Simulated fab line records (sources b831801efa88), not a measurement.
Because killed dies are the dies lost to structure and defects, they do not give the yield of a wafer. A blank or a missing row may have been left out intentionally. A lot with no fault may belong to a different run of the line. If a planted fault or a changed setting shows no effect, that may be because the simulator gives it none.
Code-filled problem report in 8D (eight disciplines) form + flow gf180mcu + the parts of the form that need people (team, actions taken, sign-off) are left out

1. WHAT IS WRONG
Wafers without a fault read 93.05 W, standard deviation 0.058; heaterPowerTotalW at GF_V1_SOFTBAKE_10 reads a mean of 104.02 W on 3 wafers belonging to 3 lots. So: +99 or more standard deviations from the usual mean.
The step: time 60 s.
The first sign was on wafer L808.6 at day 24 08:00, on lithoTrack-04. The record has a number at this step for 39 wafers belonging to 14 lots. By rule, "out" or "out of limits" means more than 4 standard deviations away from the usual mean. The other wafers with a number count as sound.

2. WHAT IT IS, WHAT IT ISN'T
| question                    | is                            | is not                                                                                       |
|-----------------------------|-------------------------------|----------------------------------------------------------------------------------------------|
| which readings at this step | heaterPowerTotalW, runLengthS | -                                                                                            |
| which lots                  | L808, L810, L811              | L792, L795, L797, L798, L799, L800, L801, L802, L812, L813, L814                             |
| which wafers of those lots  | L808.6, L810.4, L811.4        | L808.1, L810.3, L811.1                                                                       |
| read on which tools         | lithoTrack-04                 | lithoTrack-01, lithoTrack-02                                                                 |
| when                        | from day 24 08:00             | up to then (25 sound wafers); but 11 sound wafers of L810, L811, L812, L813, L814 came after |

3. SUSPECTS, AND WHAT RULES EACH OUT
Counting: any tool at a process step up to the reading remains a suspect provided it ran every lot that is out. Sound lots after the first of them don't rule it out here, since some wafers of a struck lot are sound.
- lithoTrack-04 at GF_V1_SOFTBAKE_10 (time 60 s): kept. Ran every lot that is out, first one L808 (day 24 08:00); last sound lot up to then L801 (day 21 17:00). On those wafers its own readings are out: heaterPowerTotalW, runLengthS.
After counting, what remains is lithoTrack-04 at GF_V1_SOFTBAKE_10.

4. THE CAUSE (what the simulator had put in)
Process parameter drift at GF_V1_SOFTBAKE_10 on lithoTrack-04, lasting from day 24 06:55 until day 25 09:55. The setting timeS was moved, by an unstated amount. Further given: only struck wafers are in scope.
This tool alone remained once counting was done.

5. THE EFFECT CHAIN, in route order
Rows list readings where the struck wafers' mean (over those with a number) sits beyond 3 standard deviations from the usual. Readings are gone through only where the record gives a usual standard deviation; hours: the median, over the lots, of the time from a lot's start at the first step in this table giving one to that lot's start at this step; sigmas: the change measured in usual standard deviations.
| hours | step              | reading           | usual    | on struck wafers | change | sigmas      |
|-------|-------------------|-------------------|----------|------------------|--------|-------------|
| 0     | GF_V1_SOFTBAKE_10 | heaterPowerTotalW | 93.05 W  | 104.02           | +10.97 | +99 or more |
| 0     | GF_V1_SOFTBAKE_10 | runLengthS        | 89.18 s  | 71.87            | -17.31 | -96         |
| 12    | GF_V1_CD_MEAS_14  | cdNm              | 260.3 nm | 256.6            | -3.7   | -3.3        |
Its process steps:
- GF_V1_SOFTBAKE_10: time 60 s.

6. HOW IT WOULD HAVE BEEN CAUGHT EARLIER
In this record the first reading out of limits was taken at day 24 08:00, 1 hour after the fault began at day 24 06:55.
